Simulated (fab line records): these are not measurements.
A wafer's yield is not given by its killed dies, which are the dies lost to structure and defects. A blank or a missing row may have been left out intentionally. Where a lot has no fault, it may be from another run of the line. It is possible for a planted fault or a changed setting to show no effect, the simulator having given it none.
fab line records	flow sky130	part 1 of 2: steps 1 to 30 of 40
record: lots: 5	wafers: 15	last_day: 50
route steps=708 shown CAP2M@604 METAL4@621 VIA4@639
lots that met no fault: taken from a fault-free run of the same line
start_h: hours from the record's first day to the start of the lot's first wafer shown	wait_h: hours elapsed since this lot's preceding step	" identical to the entry in the row above	L1.1+2: a row that stands for several wafers	- no value, or no start given	* or withheld: withheld	< > ~ a bound
route shown NAME@n: names a module that has steps shown in the file, with the first one's number in the route	usual: mean and standard deviation over wafers with no fault	same: alike in all rows	chamber/n: place in a boat	sites: each site's reading	_std_site: the values' standard deviation	_edge_site: the outer-site mean with the inner-site mean subtracted	radius_mm: how far each site lies from the wafer's centre	mask NAME#n: copy n	behind: tool/chamber where the wafer was last shaped	hold: reason for holding the lot/hours on hold/outcome of the hold	device: the transistor (n, p or np) that didn't switch	end of line: tests run on the same wafers once the route is complete	a step given without rows: its recipe and nothing more	killed: count of dies lost to structure and defects at first sort (not the wafer's yield)	map: dies across one wafer; x = killed, . = not, _ = none there
set.NAME: the setting as run; set.NAME@STEP: as run at that earlier step	model.NAME: the simulator's own value behind a step, which no gauge read
certain route steps with their lots: each step a table, each wafer a row
services: from which hour (start_h, from the record's first day; less than 0 if before it) a tool's chamber was out of use, for how many hours, and why
== steps ==
step: SKY_CAP2M_THK_MEAS_01
recipe: reads: SiO2_of_CAP2M_CVD_00
usual: CAP2M_CVD_00_THK: 15.44/0.24
lot.wafer	tool	chamber	start_h	wait_h	CAP2M_CVD_00_THK[nm]
L075.1	film_metro-02	-	928.38	-	14.72
L075.2	"	-	"	"	14.97
L075.3	"	-	"	"	15.16
L081.1	film_metro-01	-	978.54	-	15.21
L081.2	"	-	"	"	15.06
L081.6	"	-	"	"	15.20
L087.2	film_metro-03	-	1031.42	-	15.37
L087.4	"	-	"	"	15.62
L087.6	"	-	"	"	15.62
L089.2	film_metro-03	-	1043.53	-	15.46
L089.4	"	-	"	"	15.12
L089.6	"	-	"	"	15.79
L096.3	film_metro-02	-	1078.54	-	15.50
L096.5	"	-	"	"	15.60
L096.6	"	-	"	"	15.89
step: SKY_CAP2M_SPUTTER_02
recipe: material: TiN	target_thk_nm: 200	temp_c: 300	power_w: 6500	time_s: 166.7	chamber_pressure_pa: 0.4
usual: throttle_valve_pct: 30.6/1.4
lot.wafer	tool	chamber	start_h	wait_h	throttle_valve_pct
L075.1	pvd_sputter-01	-	928.44	0.1	28.8
L075.2	"	-	"	"	30.8
L075.3	"	-	"	"	30.3
L081.1	pvd_sputter-04	-	978.60	0.1	33.4
L081.2	"	-	"	"	29.2
L081.6	"	-	"	"	29.0
L087.2	pvd_sputter-04	-	1031.47	0.0	29.3
L087.4	"	-	"	"	33.4
L087.6	"	-	"	"	29.1
L089.2	pvd_sputter-04	-	1043.58	0.0	32.2
L089.4	"	-	"	"	29.3
L089.6	"	-	"	"	29.3
L096.3	pvd_sputter-02	-	1078.58	0.0	30.8
L096.5	"	-	"	"	31.3
L096.6	"	-	"	"	31.0
step: SKY_CAP2M_RS_MEAS_03
recipe: thk_meas_gauge: four-point-probe	reads: TiN_of_CAP2M_SPUTTER_02
usual: CAP2M_TIN_RS: 6.92/0.086
lot.wafer	tool	chamber	start_h	wait_h	CAP2M_TIN_RS[ohm/sq]
L075.1	film_metro-03	-	928.55	0.1	6.86
L075.2	"	-	"	"	6.93
L075.3	"	-	"	"	6.91
L081.1	film_metro-01	-	978.71	0.1	6.90
L081.2	"	-	"	"	6.88
L081.6	"	-	"	"	6.89
L087.2	film_metro-01	-	1031.60	0.1	6.83
L087.4	"	-	"	"	6.80
L087.6	"	-	"	"	6.81
L089.2	film_metro-02	-	1043.70	0.1	6.85
L089.4	"	-	"	"	6.93
L089.6	"	-	"	"	6.93
L096.3	film_metro-01	-	1078.73	0.1	6.83
L096.5	"	-	"	"	6.82
L096.6	"	-	"	"	6.81
step: SKY_CAP2M_THK_MEAS_04
recipe: thk_meas_gauge: xrf	reads: TiN_of_CAP2M_SPUTTER_02
usual: CAP2M_TIN_THK: 197.0/2.6
lot.wafer	tool	chamber	start_h	wait_h	CAP2M_TIN_THK[nm]
L075.1	film_metro-03	-	928.67	0.1	199.0
L075.2	"	-	"	"	196.6
L075.3	"	-	"	"	198.0
L081.1	film_metro-01	-	978.83	0.1	196.1
L081.2	"	-	"	"	197.7
L081.6	"	-	"	"	198.5
L087.2	film_metro-01	-	1031.71	0.1	199.8
L087.4	"	-	"	"	201.0
L087.6	"	-	"	"	200.8
L089.2	film_metro-02	-	1043.81	0.1	198.8
L089.4	"	-	"	"	197.3
L089.6	"	-	"	"	196.6
L096.3	film_metro-01	-	1078.83	0.1	199.8
L096.5	"	-	"	"	200.6
L096.6	"	-	"	"	200.8
step: SKY_CAP2M_DEHYDRATE_05
recipe: temp_c: 200	time_s: 60
lot.wafer	tool	chamber	start_h	wait_h
L075.1+2+3	litho_track-04	0	940.46	11.8
L081.1+2+6	litho_track-04	0	990.36	11.5
L087.2+4+6	litho_track-02	0	1041.99	10.3
L089.2+4+6	litho_track-03	0	1054.22	10.4
L096.3+5+6	litho_track-02	0	1087.86	9.0
step: SKY_CAP2M_HMDS_06
recipe: prime_time_s: 60	prime_temp_c: 120
lot.wafer	tool	chamber	start_h	wait_h
L075.1+2+3	litho_track-04	0	940.61	0.1
L081.1+2+6	litho_track-04	0	990.51	0.1
L087.2+4+6	litho_track-02	0	1042.14	0.1
L089.2+4+6	litho_track-03	0	1054.37	0.1
L096.3+5+6	litho_track-02	0	1088.01	0.1
step: SKY_CAP2M_COAT_07
recipe: resist: NOVOLAK	spin_rpm: 3000	resist_thk_nm: 1140
lot.wafer	tool	chamber	start_h	wait_h
L075.1+2+3	litho_track-04	0	940.76	0.1
L081.1+2+6	litho_track-04	0	990.66	0.1
L087.2+4+6	litho_track-02	0	1042.29	0.1
L089.2+4+6	litho_track-03	0	1054.52	0.1
L096.3+5+6	litho_track-02	0	1088.16	0.1
step: SKY_CAP2M_SOFTBAKE_08
recipe: temp_c: 90	time_s: 60	resist: NOVOLAK
lot.wafer	tool	chamber	start_h	wait_h
L075.1+2+3	litho_track-04	0	940.91	0.1
L081.1+2+6	litho_track-04	0	990.81	0.1
L087.2+4+6	litho_track-02	0	1042.44	0.1
L089.2+4+6	litho_track-03	0	1054.67	0.1
L096.3+5+6	litho_track-02	0	1088.31	0.1
step: SKY_CAP2M_EXPOSE_09
recipe: mask_id: CAP2M	na: 0.6	source_shape: conventional	sigma_outer: 0.6	polarization: unpolarized	target_cd_nm: 1000	dose_mj: 159
usual: exposure_dose_mJ_cm2: 159.02/0.15
lot.wafer	tool	chamber	start_h	wait_h	mask	exposure_dose_mJ_cm2
L075.1	iline_stepper-02	0	-	-	CAP2M#0	159.23
L075.2	"	0	"	"	CAP2M#0	159.15
L075.3	"	0	"	"	CAP2M#0	159.20
L081.1	iline_stepper-01	0	-	-	CAP2M#0	158.99
L081.2	"	0	"	"	CAP2M#0	158.94
L081.6	"	0	"	"	CAP2M#0	159.02
L087.2	iline_stepper-02	0	-	-	CAP2M#0	159.15
L087.4	"	0	"	"	CAP2M#0	159.05
L087.6	"	0	"	"	CAP2M#0	159.15
L089.2	iline_stepper-02	0	-	-	CAP2M#0	159.27
L089.4	"	0	"	"	CAP2M#0	159.11
L089.6	"	0	"	"	CAP2M#0	159.08
L096.3	iline_stepper-02	0	-	-	CAP2M#0	158.84
L096.5	"	0	"	"	CAP2M#0	158.83
L096.6	"	0	"	"	CAP2M#0	159.08
step: SKY_CAP2M_PEB_10
recipe: temp_c: withheld	time_s: *	resist: NOVOLAK
lot.wafer	tool	chamber	start_h	wait_h
L075.1+2+3	litho_track-04	0	-	-
L081.1+2+6	litho_track-02	0	-	-
L087.2+4+6	litho_track-04	0	-	-
L089.2+4+6	litho_track-03	0	-	-
L096.3+5+6	litho_track-03	0	-	-
step: SKY_CAP2M_DEVELOP_11
recipe: resist: NOVOLAK	developer: TMAH	develop_time_s: 60	dev_temp_c: 23
lot.wafer	tool	chamber	start_h	wait_h
L075.1+2+3	litho_track-04	0	952.21	0.1
L081.1+2+6	litho_track-02	0	1002.26	0.1
L087.2+4+6	litho_track-04	0	1053.64	0.1
L089.2+4+6	litho_track-03	0	1065.07	0.1
L096.3+5+6	litho_track-03	0	1098.60	0.1
step: SKY_CAP2M_OVL_MEAS_12
usual: CAP2M_OVL: -0.8/1.4
lot.wafer	tool	chamber	start_h	wait_h	CAP2M_OVL[nm]
L075.1	overlay-02	-	952.36	0.1	-1.9
L075.2	"	-	"	"	-0.1
L075.3	"	-	"	"	-0.2
L081.1	overlay-01	-	1002.41	0.1	0.0
L081.2	"	-	"	"	-1.9
L081.6	"	-	"	"	-0.3
L087.2	overlay-02	-	1053.77	0.1	0.6
L087.4	"	-	"	"	-0.3
L087.6	"	-	"	"	0.3
L089.2	overlay-02	-	1065.20	0.1	1.5
L089.4	"	-	"	"	0.5
L089.6	"	-	"	"	0.8
L096.3	overlay-02	-	1098.71	0.1	-1.5
L096.5	"	-	"	"	-1.8
L096.6	"	-	"	"	-1.7
step: SKY_CAP2M_METAL_ETCH_13
recipe: target_depth_nm: 220	stop_on: SiO2	chemistry: Cl2/BCl3	target: TiN	pressure_mtorr: 10	icp_w: 900	bias_w: 48.5	Cl2_flow_sccm: 60	bcl3_flow_sccm: 30	time_s: 62.9
usual: chamber_pressure_mTorr: 10.000/0.0079	drypump_motor_current_A: 5.85/0.22	oes_product_au: 0.941/0.0075	throttle_valve_pct: 21.901/0.01
lot.wafer	tool	chamber	start_h	wait_h	chamber_pressure_mTorr	drypump_motor_current_A	oes_product_au	rf_hours_counter_h	throttle_valve_pct
L075.1	rie_metal-01	0	952.40	0.0	10.010	6.03	0.946	7	21.897
L075.2	"	1	"	"	9.991	5.65	0.944	13	21.892
L075.3	"	0	"	"	10.000	6.04	0.941	-	21.914
L081.1	rie_metal-01	0	1002.45	0.0	9.997	6.04	0.947	10	21.899
L081.2	"	1	"	"	10.003	5.66	0.938	16	21.890
L081.6	"	0	"	"	10.007	6.03	0.939	-	21.899
L087.2	rie_metal-02	1	1053.80	0.0	10.011	6.15	0.943	12	21.884
L087.4	"	1	"	"	10.001	6.14	0.955	-	21.881
L087.6	"	1	"	"	10.001	6.15	0.952	-	21.888
L089.2	rie_metal-04	0	1065.23	0.0	10.002	6.11	0.949	7	21.893
L089.4	"	1	"	"	9.999	5.67	0.943	-	21.916
L089.6	"	1	"	"	9.997	5.66	0.943	-	21.901
L096.3	rie_metal-04	1	1098.76	0.0	9.992	5.69	0.943	-	21.895
L096.5	"	0	"	"	9.983	6.10	0.953	-	21.901
L096.6	"	1	"	"	10.002	5.67	0.949	-	21.892
step: SKY_CAP2M_STRIP_14
recipe: chemistry: O2/N2	power_w: 1400	pressure_mtorr: 1500	platen_temp_c: withheld	o2_flow_sccm: 3000	n2_flow_sccm: 300	overash_fraction: 0.5
usual: chamber_pressure_mTorr: 1500.0/1.4	drypump_motor_current_A: 6.1/0.32	oes_product_au: 0.711/0.0046	strip_time_to_endpoint_s: 12.63/0.042
same: overash_fraction: 0.5
lot.wafer	tool	chamber	start_h	wait_h	chamber_pressure_mTorr	drypump_motor_current_A	oes_product_au	rf_hours_counter_h	strip_time_to_endpoint_s
L075.1	plasma_asher-02	1	952.47	0.1	1501.1	6.5	0.708	19	12.61
L075.2	"	0	"	"	1498.5	5.8	0.704	19	12.57
L075.3	"	1	"	"	1499.2	6.5	0.717	-	12.63
L081.1	plasma_asher-01	0	1002.52	0.1	1497.0	5.8	0.706	121	12.69
L081.2	"	1	"	"	1498.7	6.4	0.713	121	12.64
L081.6	"	0	"	"	1499.2	5.8	0.710	-	12.70
L087.2	plasma_asher-01	0	1053.88	0.1	1499.7	5.8	0.716	126	12.60
L087.4	"	1	"	"	1501.9	6.4	0.715	-	12.58
L087.6	"	1	"	"	1502.2	6.4	0.716	-	12.58
L089.2	plasma_asher-01	0	1065.31	0.1	1499.6	5.8	0.712	0	12.59
L089.4	"	0	"	"	1497.8	5.8	0.707	-	12.57
L089.6	"	0	"	"	1498.8	5.8	0.720	-	12.54
L096.3	plasma_asher-01	1	1098.85	0.1	1498.5	6.4	0.713	-	12.58
L096.5	"	1	"	"	1499.2	6.4	0.710	-	12.61
L096.6	"	0	"	"	1499.6	5.8	0.705	-	12.60
step: SKY_CAP2M_STRIP_15
recipe: chemistry: post_etch_residue_remover	time_s: 1200	temp_c: 72.5
lot.wafer	tool	chamber	start_h	wait_h
L075.1+2+3	wet_bench-04	2	952.57	0.1
L081.1+2+6	wet_bench-04	1	1002.62	0.1
L087.2+4+6	wet_bench-03	3	1053.98	0.1
L089.2+4+6	wet_bench-01	1	1065.41	0.1
L096.3+5+6	wet_bench-04	0	1098.91	0.0
step: SKY_CAP2M_CLEAN_16
recipe: chemistry: IPA	time_s: 180	temp_c: 25
lot.wafer	tool	chamber	start_h	wait_h
L075.1+2+3	wet_bench-01	0	952.92	0.0
L081.1+2+6	wet_bench-01	3	1003.00	0.0
L087.2+4+6	wet_bench-01	1	1054.35	0.0
L089.2+4+6	wet_bench-01	2	1065.81	0.1
L096.3+5+6	wet_bench-01	2	1099.28	0.0
step: SKY_CAP2M_CLEAN_17
recipe: chemistry: O3/DIW	dry: n2_spin
lot.wafer	tool	chamber	start_h	wait_h
L075.1+2+3	wet_bench-04	0	952.97	0.0
L081.1+2+6	wet_bench-01	1	1003.05	0.0
L087.2+4+6	wet_bench-04	3	1054.41	0.0
L089.2+4+6	wet_bench-01	3	1065.87	0.0
L096.3+5+6	wet_bench-04	3	1099.34	0.0
step: SKY_METAL4_DEHYDRATE_05
recipe: temp_c: 200	time_s: 60
lot.wafer	tool	chamber	start_h	wait_h
L075.1+2+3	litho_track-03	0	964.25	11.2
L081.1+2+6	litho_track-01	0	1012.64	9.5
L087.2+4+6	litho_track-02	0	1064.44	9.8
L089.2+4+6	litho_track-01	0	1076.17	10.2
L096.3+5+6	litho_track-02	0	1108.21	8.8
step: SKY_METAL4_HMDS_06
recipe: prime_time_s: 60	prime_temp_c: 120
lot.wafer	tool	chamber	start_h	wait_h
L075.1+2+3	litho_track-03	0	964.40	0.1
L081.1+2+6	litho_track-01	0	1012.79	0.1
L087.2+4+6	litho_track-02	0	1064.59	0.1
L089.2+4+6	litho_track-01	0	1076.32	0.1
L096.3+5+6	litho_track-02	0	1108.36	0.1
step: SKY_METAL4_COAT_07
recipe: resist: BARC	temp_c: withheld	time_s: withheld	spin_rpm: 3000	resist_thk_nm: 60
lot.wafer	tool	chamber	start_h	wait_h
L075.1+2+3	litho_track-03	0	964.55	0.1
L081.1+2+6	litho_track-01	0	1012.94	0.1
L087.2+4+6	litho_track-02	0	1064.74	0.1
L089.2+4+6	litho_track-01	0	1076.47	0.1
L096.3+5+6	litho_track-02	0	1108.51	0.1
step: SKY_METAL4_COAT_08
recipe: resist: KrF-thick	spin_rpm: 3000	resist_thk_nm: 1140
lot.wafer	tool	chamber	start_h	wait_h
L075.1+2+3	litho_track-03	0	-	-
L081.1+2+6	litho_track-01	0	-	-
L087.2+4+6	litho_track-02	0	-	-
L089.2+4+6	litho_track-01	0	-	-
L096.3+5+6	litho_track-02	0	-	-
step: SKY_METAL4_SOFTBAKE_09
recipe: temp_c: 100	time_s: 90	resist: KrF-thick
lot.wafer	tool	chamber	start_h	wait_h
L075.1+2+3	litho_track-03	0	-	-
L081.1+2+6	litho_track-01	0	-	-
L087.2+4+6	litho_track-02	0	-	-
L089.2+4+6	litho_track-01	0	-	-
L096.3+5+6	litho_track-02	0	-	-
step: SKY_METAL4_EXPOSE_10
recipe: mask_id: MM4	na: 0.68	source_shape: annular	sigma_inner: 0.4	sigma_outer: 0.8	target_cd_nm: 300	dose_mj: 28
usual: exposure_dose_mJ_cm2: 28.008/0.029
lot.wafer	tool	chamber	start_h	wait_h	mask	exposure_dose_mJ_cm2
L075.1	krf_scanner-02	0	-	-	MM4#0	28.015
L075.2	"	0	"	"	MM4#0	28.022
L075.3	"	0	"	"	MM4#0	27.993
L081.1	krf_scanner-01	0	-	-	MM4#0	27.994
L081.2	"	0	"	"	MM4#0	28.040
L081.6	"	0	"	"	MM4#0	28.033
L087.2	krf_scanner-02	0	-	-	MM4#0	27.982
L087.4	"	0	"	"	MM4#0	27.985
L087.6	"	0	"	"	MM4#0	27.978
L089.2	krf_scanner-01	0	-	-	MM4#0	28.026
L089.4	"	0	"	"	MM4#0	27.985
L089.6	"	0	"	"	MM4#0	28.041
L096.3	krf_scanner-01	0	-	-	MM4#0	27.970
L096.5	"	0	"	"	MM4#0	28.057
L096.6	"	0	"	"	MM4#0	28.018
step: SKY_METAL4_PEB_11
recipe: peb_temp_c: withheld	peb_time_s: withheld	resist: KrF-thick
lot.wafer	tool	chamber	start_h	wait_h
L075.1+2+3	litho_track-02	0	-	-
L081.1+2+6	litho_track-01	0	-	-
L087.2+4+6	litho_track-02	0	-	-
L089.2+4+6	litho_track-03	0	-	-
L096.3+5+6	litho_track-02	0	-	-
step: SKY_METAL4_DEVELOP_12
recipe: develop_time_s: 60	resist: KrF-thick	dev_temp_c: 21
lot.wafer	tool	chamber	start_h	wait_h
L075.1+2+3	litho_track-02	0	-	-
L081.1+2+6	litho_track-01	0	-	-
L087.2+4+6	litho_track-02	0	-	-
L089.2+4+6	litho_track-03	0	-	-
L096.3+5+6	litho_track-02	0	-	-
step: SKY_METAL4_CD_MEAS_13
recipe: target_cd_nm: 300
usual: cd_nm: 299.6/1.5
lot.wafer	tool	chamber	start_h	wait_h	cd_nm
L075.1	cd_sem-02	-	976.06	-	299.2
L075.2	"	-	"	"	298.7
L075.3	"	-	"	"	299.3
L081.1	cd_sem-02	-	1024.54	-	299.2
L081.2	"	-	"	"	299.0
L081.6	"	-	"	"	300.7
L087.2	cd_sem-01	-	1075.94	-	304.1
L087.4	"	-	"	"	302.7
L087.6	"	-	"	"	302.2
L089.2	cd_sem-02	-	1086.52	-	299.6
L089.4	"	-	"	"	299.5
L089.6	"	-	"	"	301.4
L096.3	cd_sem-02	-	1119.05	-	298.1
L096.5	"	-	"	"	298.7
L096.6	"	-	"	"	297.3
step: SKY_METAL4_OVL_MEAS_14
usual: METAL4_OVL: 2/5.3
lot.wafer	tool	chamber	start_h	wait_h	METAL4_OVL[nm]
L075.1	overlay-01	-	976.18	0.1	0
L075.2	"	-	"	"	-4
L075.3	"	-	"	"	-6
L081.1	overlay-02	-	1024.66	0.1	-2
L081.2	"	-	"	"	3
L081.6	"	-	"	"	-4
L087.2	overlay-01	-	1076.04	0.1	-2
L087.4	"	-	"	"	1
L087.6	"	-	"	"	-2
L089.2	overlay-01	-	1086.62	0.1	2
L089.4	"	-	"	"	8
L089.6	"	-	"	"	4
L096.3	overlay-01	-	1119.14	0.1	13
L096.5	"	-	"	"	8
L096.6	"	-	"	"	4
step: SKY_METAL4_DESCUM_15
recipe: chemistry: O2	source_power_w: 150	bias_power_w: 0	pressure_mtorr: 10	temp_c: 40	time_s: 8
usual: chamber_pressure_mTorr: 9.999/0.0087	drypump_motor_current_A: 5.79/0.22	oes_product_au: 1.001/0.012
lot.wafer	tool	chamber	start_h	wait_h	chamber_pressure_mTorr	drypump_motor_current_A	oes_product_au	rf_hours_counter_h
L075.1	rie_metal-03	1	976.22	0.0	9.985	5.95	1.007	11
L075.2	"	0	"	"	9.997	5.50	0.993	9
L075.3	"	0	"	"	9.996	5.49	0.992	-
L081.1	rie_metal-01	0	1024.70	0.0	9.998	6.02	0.982	11
L081.2	"	1	"	"	9.999	5.68	1.004	17
L081.6	"	1	"	"	9.999	5.69	1.014	-
L087.2	rie_metal-03	0	1076.07	0.0	9.997	5.51	0.987	16
L087.4	"	0	"	"	9.999	5.50	0.980	-
L087.6	"	0	"	"	9.998	5.49	0.985	-
L089.2	rie_metal-03	0	1086.65	0.0	9.981	5.49	0.985	17
L089.4	"	1	"	"	10.005	5.91	1.019	-
L089.6	"	1	"	"	9.998	5.91	1.017	-
L096.3	rie_metal-03	0	1119.18	0.0	10.005	5.50	0.977	-
L096.5	"	1	"	"	10.011	5.91	0.997	-
L096.6	"	0	"	"	10.002	5.50	0.977	-
step: SKY_METAL4_ETCH_16
recipe: chemistry: N2/H2	target: BARC	ion_energy_ev: 200	bias_w: 100	pressure_mtorr: 30	n2_flow_sccm: 100	h2_flow_sccm: 200	icp_w: 500	stop_on: SiO2	time_s: 88.2	target_depth_a: 600
usual: chamber_pressure_mTorr: 29.995/0.026	drypump_motor_current_A: 5.80/0.23	oes_product_au: 0.625/0.0045	throttle_valve_pct: 13.205/0.0092
lot.wafer	tool	chamber	start_h	wait_h	chamber_pressure_mTorr	drypump_motor_current_A	oes_product_au	rf_hours_counter_h	throttle_valve_pct
L075.1	rie_metal-03	1	976.25	0.0	29.994	5.93	0.625	11	13.195
L075.2	"	0	"	"	30.036	5.51	0.619	9	13.206
L075.3	"	0	"	"	30.033	5.50	0.619	-	13.210
L081.1	rie_metal-01	0	1024.73	0.0	29.946	6.03	0.621	11	13.208
L081.2	"	1	"	"	30.017	5.70	0.624	17	13.208
L081.6	"	1	"	"	30.032	5.66	0.627	-	13.208
L087.2	rie_metal-03	0	1076.11	0.0	29.972	5.46	0.625	16	13.207
L087.4	"	0	"	"	30.013	5.48	0.622	-	13.225
L087.6	"	0	"	"	29.998	5.52	0.621	-	13.205
L089.2	rie_metal-03	0	1086.69	0.0	30.009	5.51	0.623	17	13.201
L089.4	"	1	"	"	29.999	5.92	0.624	-	13.205
L089.6	"	1	"	"	29.961	5.90	0.619	-	13.217
L096.3	rie_metal-03	0	1119.23	0.0	30.029	5.49	0.621	-	13.199
L096.5	"	1	"	"	30.025	5.91	0.621	-	13.206
L096.6	"	0	"	"	30.018	5.49	0.631	-	13.213
step: SKY_METAL4_ETCH_17
recipe: target: SiO2	stop_on: TiN	chemistry: C4F8/O2/Ar	source_w: 1500	bias_w: 1200	pressure_mtorr: 40	c4f8_flow_sccm: withheld	O2_flow_sccm: 6	Ar_flow_sccm: 300	time_s: 3.9	target_depth_a: 150
usual: chamber_pressure_mTorr: 40.00/0.036	oes_product_au: 0.753/0.0073
lot.wafer	tool	chamber	start_h	wait_h	chamber_pressure_mTorr	oes_product_au	rf_hours_counter_h
L075.1	rie_diel-01	0	976.35	0.1	40.01	0.728	22
L075.2	"	2	"	"	39.93	0.750	15
L075.3	"	3	"	"	40.04	0.748	18
L081.1	rie_diel-04	2	1024.83	0.1	39.96	0.746	10
L081.2	"	0	"	"	40.06	0.740	14
L081.6	"	3	"	"	39.99	0.752	-
L087.2	rie_diel-02	0	1076.20	0.1	40.05	0.744	15
L087.4	"	1	"	"	39.97	0.758	17
L087.6	"	3	"	"	39.94	0.759	-
L089.2	rie_diel-01	3	1086.78	0.1	40.04	0.754	21
L089.4	"	0	"	"	39.96	0.738	26
L089.6	"	2	"	"	39.94	0.750	-
L096.3	rie_diel-02	0	1119.30	0.0	40.00	0.751	17
L096.5	"	1	"	"	40.02	0.757	-
L096.6	"	2	"	"	40.07	0.766	-
